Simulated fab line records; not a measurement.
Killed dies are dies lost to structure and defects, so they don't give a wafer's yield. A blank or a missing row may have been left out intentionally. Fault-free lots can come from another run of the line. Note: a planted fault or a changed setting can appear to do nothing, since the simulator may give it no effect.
A single fault, viewed from 2 desks -- flow sky130 -- each desk has only its own numbers; what lay behind them comes last

METROLOGY DESK
What the gauges read for every lot (on any tool): the sampled wafers with a number, averaged. Marked OUT: a lot whose mean sits more than 4 standard deviations from the usual mean, which makes it out of limits; the brackets give that distance.
Columns: A = LDD_N_OVL at SKY_LDD_N_OVL_MEAS_07, usual 1.4 nm; B = LDD_N_TW at SKY_LDD_N_TW_MEAS_17, usual 2551; C = cdNm at SKY_LDD_P_CD_MEAS_07, usual 380.8 nm
lot,first seen here,A,B,C
L724,day 19 22:58,-0.0,2575,380.9
L729,day 21 23:16,1.9,2547,374.1
L731,day 22 08:35,1.8,2545,385.1
L739,day 24 22:40,-0.1,2579,380.4
L740,day 25 05:55,0.7,2536,376.1
L741,day 25 18:25,1.1,2581,374.3
This desk found nothing out of limits on any of the 6 lots.

AT THE TOOL OWNER'S DESK: implanter-03
The tool's own readings at SKY_LDD_N_IMPLANT_15: means of the sampled wafers that have a number, for each lot that ran on this tool. Marked OUT: a lot whose mean sits more than 4 standard deviations from the usual mean, which makes it out of limits; the brackets give that distance.
Columns: A = doseIonsCm2 at SKY_LDD_N_IMPLANT_15, usual 5e+12; B = endStationPressureTorr at SKY_LDD_N_IMPLANT_15, usual 5.01e-06 Torr; C = faradayCurrentUA at SKY_LDD_N_IMPLANT_15, usual 28.1
lot,first seen here,A,B,C
L724,day 20 00:05,5e+12,5.15e-06,27.9
L729,day 22 00:23,7e+12 (+99 or more) OUT,4.64e-06,41.3 (+25) OUT
L731,day 22 09:42,7e+12 (+99 or more) OUT,4.90e-06,40.6 (+24) OUT
L740,day 25 07:00,5e+12,5.18e-06,27.7
L741,day 25 19:30,5e+12,5.11e-06,28.2
This desk's verdict: out of limits on L729, L731, starting with L729 at day 22 00:23 (doseIonsCm2 at SKY_LDD_N_IMPLANT_15). L724, L740, L741: within limits.

TAKEN TOGETHER
The tool owner's desk had the chance to raise an alarm at day 22 00:23 on L729, L731.
From the metrology desk's view, nothing was out of limits.
The metrology desk holds a record of L729, L731, inside its limits.
Of the lots named, all ran SKY_LDD_N_IMPLANT_15 on implanter-03.

WHAT HAD BEEN PUT IN BY THE SIMULATOR
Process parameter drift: implanter-03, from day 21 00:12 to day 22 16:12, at SKY_LDD_N_IMPLANT_15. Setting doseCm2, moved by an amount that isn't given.
Shown lots that were struck: L729, L731.
Hours from the fault's start to each desk's first reading out of limits: the tool owner's desk, 24.
